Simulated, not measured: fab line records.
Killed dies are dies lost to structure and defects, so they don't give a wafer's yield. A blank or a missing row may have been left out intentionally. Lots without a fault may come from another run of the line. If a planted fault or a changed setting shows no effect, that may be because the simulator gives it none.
Matching of chambers + flow sky130 + 4 sister chambers for SKY_METAL4_ETCH_17 on rie diel-03
The step etches SiO2 in C4F8/O2/Ar, stops on TiN, time 3.9 s, target depth 15 nm. 8 wafers are shown with their chamber, then 7 later ones without.

== WAFERS, EACH WITH ITS CHAMBER ==
| wafer  | chamber | chamber pressure mTorr (mTorr) | bias w (W) |
|--------|---------|--------------------------------|------------|
| L294.1 | 0       | 39.99                          | 1202       |
| L301.2 | 2       | 39.95                          | 1201       |
| L301.6 | 3       | 39.96                          | 1202       |
| L302.1 | 1       | 39.99                          | 1198       |
| L302.2 | 2       | 39.97                          | 1199       |
| L302.4 | 0       | 39.94                          | 1203       |
| L303.2 | 3       | 40.01                          | 1201       |
| L303.3 | 1       | 40.04                          | 1199       |

== WAFERS WITHOUT THEIR CHAMBER ==
| wafer  | chamber pressure mTorr (mTorr) | bias w (W) |
|--------|--------------------------------|------------|
| L303.5 | 39.97                          | 1203       |
| L307.1 | 39.98                          | 1197       |
| L307.3 | 40.01                          | 1195       |
| L307.6 | 39.98                          | 1198       |
| L309.4 | 40.03                          | 1203       |
| L309.5 | 39.99                          | 1196       |
| L309.6 | 40.04                          | 1195       |

== EACH ONE'S CHAMBER ==
| wafer  | from the rows above          | in truth                   |
|--------|------------------------------|----------------------------|
| L303.5 | can't be placed: 0 or 3      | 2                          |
| L307.1 | can't be placed: 1 or 2      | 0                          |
| L307.3 | can't be placed: 1 or 2      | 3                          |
| L307.6 | can't be placed: 1 or 2      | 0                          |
| L309.4 | can't be placed: 0 or 3 or 2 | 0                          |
| L309.5 | can't be placed: 1 or 2      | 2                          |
| L309.6 | 1                            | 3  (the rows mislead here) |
Correct placement for 0 of the 7. Not placeable from these rows: 6 (in 2, the candidates include the true chamber). Number placed wrongly: 1.
How it was worked out, from the rows above alone: a wafer's distance from a chamber is the root of the sum, over the readings, of the square of ((its reading less the chamber's mean) divided by the reading's scatter). If the next closest chamber is less than 2 further off than the closest, the wafer can't be placed; otherwise it belongs to the closest. A chamber's mean is the mean of its shown wafers. The scatter: the root of (the sum of the squares of (reading less its chamber's mean) over the shown wafers, divided by (wafers less chambers)).
